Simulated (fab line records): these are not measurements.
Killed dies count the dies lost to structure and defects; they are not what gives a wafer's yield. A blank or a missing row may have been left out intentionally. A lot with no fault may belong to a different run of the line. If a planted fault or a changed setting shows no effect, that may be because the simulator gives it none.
What tool caused it?	flow sky130	30 wafers from 10 lots sampled at 5 of the route's 708 steps

== WHAT THE GAUGES SHOWED, per wafer ==
SKY_VT_ADJUST_LVTN_OVL_MEAS_18. Usual: for VT_ADJUST_LVTN_01_OVL the level is -0.8 nm and the standard deviation is 1.3.
lot	measured	on	VT_ADJUST_LVTN_01_OVL (nm)	flag
L254	day 7 14:11	overlay-01	0.5 0.8 0.0	
L256	day 8 09:02	overlay-01	-2.9 -1.0 -4.1	
L257	day 8 11:03	overlay-01	0.5 -1.6 -0.8	
L262	day 10 01:46	overlay-01	-0.2 -1.5 -1.8	
L263	day 10 04:59	overlay-02	-3.5 -2.5 -1.2	
L267	day 11 09:17	overlay-02	-0.6 -0.8 -0.8	
L268	day 11 13:16	overlay-01	-1.4 -1.0 -2.0	
L269	day 11 22:56	overlay-02	-2.0 -1.3 -0.2	
L270	day 12 11:22	overlay-01	-0.7 -2.8 -0.7	
L277	day 14 18:59	overlay-02	-0.7 -2.4 -0.7	

SKY_SONOS_ONO_THK_MEAS_01. Usual: for SONOS_ONO_OXIDATION_THK the level is 2.59 nm and the standard deviation is 0.048.
lot	measured	on	SONOS_ONO_OXIDATION_THK (nm)	flag
L254	day 11 07:06	film-metro-03	2.57 2.63 2.55	
L256	day 12 04:53	film-metro-03	2.60 2.59 2.75	
L257	day 12 07:18	film-metro-03	2.56 2.59 2.65	
L262	day 14 04:33	film-metro-01	2.69 2.61 2.65	
L263	day 14 07:37	film-metro-03	2.51 2.62 2.61	
L267	day 15 18:31	film-metro-04	2.67 2.64 2.53	
L268	day 15 21:36	film-metro-04	2.65 2.66 2.63	
L269	day 16 09:02	film-metro-04	2.64 2.55 2.62	
L270	day 17 01:34	film-metro-03	2.61 2.70 2.59	
L277	day 19 18:10	film-metro-04	2.51 2.52 2.52	

SKY_POLY_GATE_THK_MEAS_01. Usual: for POLY_GATE_CVD_00_THK the level is 180.2 nm and the standard deviation is 1.8.
lot	measured	on	POLY_GATE_CVD_00_THK (nm)	flag
L254	day 13 18:17	film-metro-04	180.9 180.8 180.2	
L256	day 14 15:31	film-metro-01	183.0 181.1 181.0	
L257	day 14 18:55	film-metro-04	178.2 177.5 177.2	
L262	day 16 19:52	film-metro-02	182.7 182.9 183.3	
L263	day 17 00:13	film-metro-04	178.1 179.2 178.2	
L267	day 18 14:28	film-metro-02	180.4 180.9 180.9	
L268	day 18 18:53	film-metro-04	180.3 181.5 180.7	
L269	day 19 06:11	film-metro-04	157.2 161.2 167.1 157.4 161.2 167.1	OFF
L270	day 19 23:44	film-metro-01	134.0 135.8 139.3 133.9 135.7 139.4	OFF
L277	day 22 15:58	film-metro-04	180.3 179.2 179.6	

== EACH LOT AND THE TOOL THAT RAN IT (in order: tool; ch and the chambers of the sampled wafers; start) ==
lot	SKY_VT_ADJUST_NCORE_STRIP_10	SKY_POLY_GATE_CVD_00
L254	plasma-asher-01 ch 0,1, day 8 10:05	lpcvd-01 ch 1, day 13 16:29
L256	plasma-asher-01 ch 0,1, day 9 05:51	lpcvd-01 ch 0, day 14 14:19
L257	plasma-asher-03 ch 0,1, day 9 08:26	lpcvd-01 ch 1, day 14 17:06
L262	plasma-asher-03 ch 0,1, day 11 01:10	lpcvd-01 ch 1, day 16 18:38
L263	plasma-asher-04 ch 0,1, day 11 04:05	lpcvd-01 ch 1, day 16 23:01
L267	plasma-asher-01 ch 0,1, day 12 09:59	lpcvd-01 ch 0, day 18 13:16
L268	plasma-asher-01 ch 0,1, day 12 13:46	lpcvd-01 ch 0, day 18 17:40
L269	plasma-asher-04 ch 0,1, day 12 23:55	lpcvd-01 ch 1, day 19 04:58
L270	plasma-asher-03 ch 0,1, day 13 13:21	lpcvd-01 ch 1, day 19 22:30
L277	plasma-asher-04 ch 0,1, day 15 22:26	lpcvd-01 ch 1, day 22 14:46
- SKY_VT_ADJUST_NCORE_STRIP_10: strips in O2/N2.
- SKY_POLY_GATE_CVD_00: deposits poly-Si, target thk 180 nm, time 720 s.

== AS READ BY THE TOOLS THEMSELVES (means over the sampled wafers that have a number; for cases with no such wafer, the mark the record gives instead) ==
SKY_VT_ADJUST_NCORE_STRIP_10. Usual: drypump-motor-current-A 6.1 A, standard deviation 0.44; oes-product-au 0.715 a.u., standard deviation 0.0047; strip-time-to-endpoint-s 14.17 s, standard deviation 0.035.
lot	tool	drypump-motor-current-A (A)	oes-product-au (a.u.)	strip-time-to-endpoint-s (s)	flag
L254	plasma-asher-01	5.7	0.718	14.18	
L256	plasma-asher-01	5.7	0.714	14.20	
L257	plasma-asher-03	6.4	0.719	14.21	
L262	plasma-asher-03	6.4	0.714	14.16	
L263	plasma-asher-04	5.8	0.711	14.18	
L267	plasma-asher-01	5.9	0.716	14.16	
L268	plasma-asher-01	5.7	0.715	14.23	
L269	plasma-asher-04	5.8	0.713	14.16	
L270	plasma-asher-03	6.4	0.714	14.19	
L277	plasma-asher-04	5.8	0.720	14.11	

SKY_POLY_GATE_CVD_00. Usual: spike-tc-centre-C 620.8 C, standard deviation 1.2; spike-tc-lower-C 620.6 C, standard deviation 1; spike-tc-upper-C 619.2 C, standard deviation 1.1; zone-power-centre-pct 9.4 %, standard deviation 1; zone-power-lower-pct 7.9 %, standard deviation 0.43.
lot	tool	spike-tc-centre-C (C)	spike-tc-lower-C (C)	spike-tc-upper-C (C)	zone-power-centre-pct (%)	zone-power-lower-pct (%)	flag
L254	lpcvd-01	620.1	620.7	620.5	8.5	7.5	
L256	lpcvd-01	621.4	620.0	617.9	10.4	8.4	
L257	lpcvd-01	620.0	620.1	619.7	8.4	7.6	
L262	lpcvd-01	620.9	620.8	618.7	8.4	7.5	
L263	lpcvd-01	619.3	620.9	619.7	8.4	7.5	
L267	lpcvd-01	621.0	621.7	618.8	10.5	8.3	
L268	lpcvd-01	622.3	621.5	617.6	10.5	8.3	
L269	lpcvd-01	592.1	623.6	623.6	4.0	9.6	OFF
L270	lpcvd-01	592.1	624.7	623.7	4.0	9.6	OFF
L277	lpcvd-01	620.3	621.0	620.0	8.5	7.5	

== THE ANSWER, worked out from the rows above alone ==
Rule: a lot counts as off when the mean over its wafers that have a number is more than 3 standard deviations away from the usual mean. Also off: a lot with no number at a reading for which 4 or more lots have one. The other lots that the step has rows for count as sound. After the gauges, taken in route order, come the tools' own readings; for these a lot's mean is taken, as printed above. At the first step where some lot is off, the reading lying furthest off is the one used; lots without a number count as furthest.
Off: L269, L270, at SKY_POLY_GATE_THK_MEAS_01 (POLY_GATE_CVD_00_THK).
If a tool, at a process step before that reading, ran all the lots that are off and no sound lot after the first of them, it fits. Not tried: the gauges at SKY_POLY_GATE_THK_MEAS_01; whatever is off there is also off at SKY_POLY_GATE_CVD_00, on other tools, and gauge error can't account for it. No candidate that was tried fits.

== WHAT WAS PUT IN BY THE SIMULATOR ==
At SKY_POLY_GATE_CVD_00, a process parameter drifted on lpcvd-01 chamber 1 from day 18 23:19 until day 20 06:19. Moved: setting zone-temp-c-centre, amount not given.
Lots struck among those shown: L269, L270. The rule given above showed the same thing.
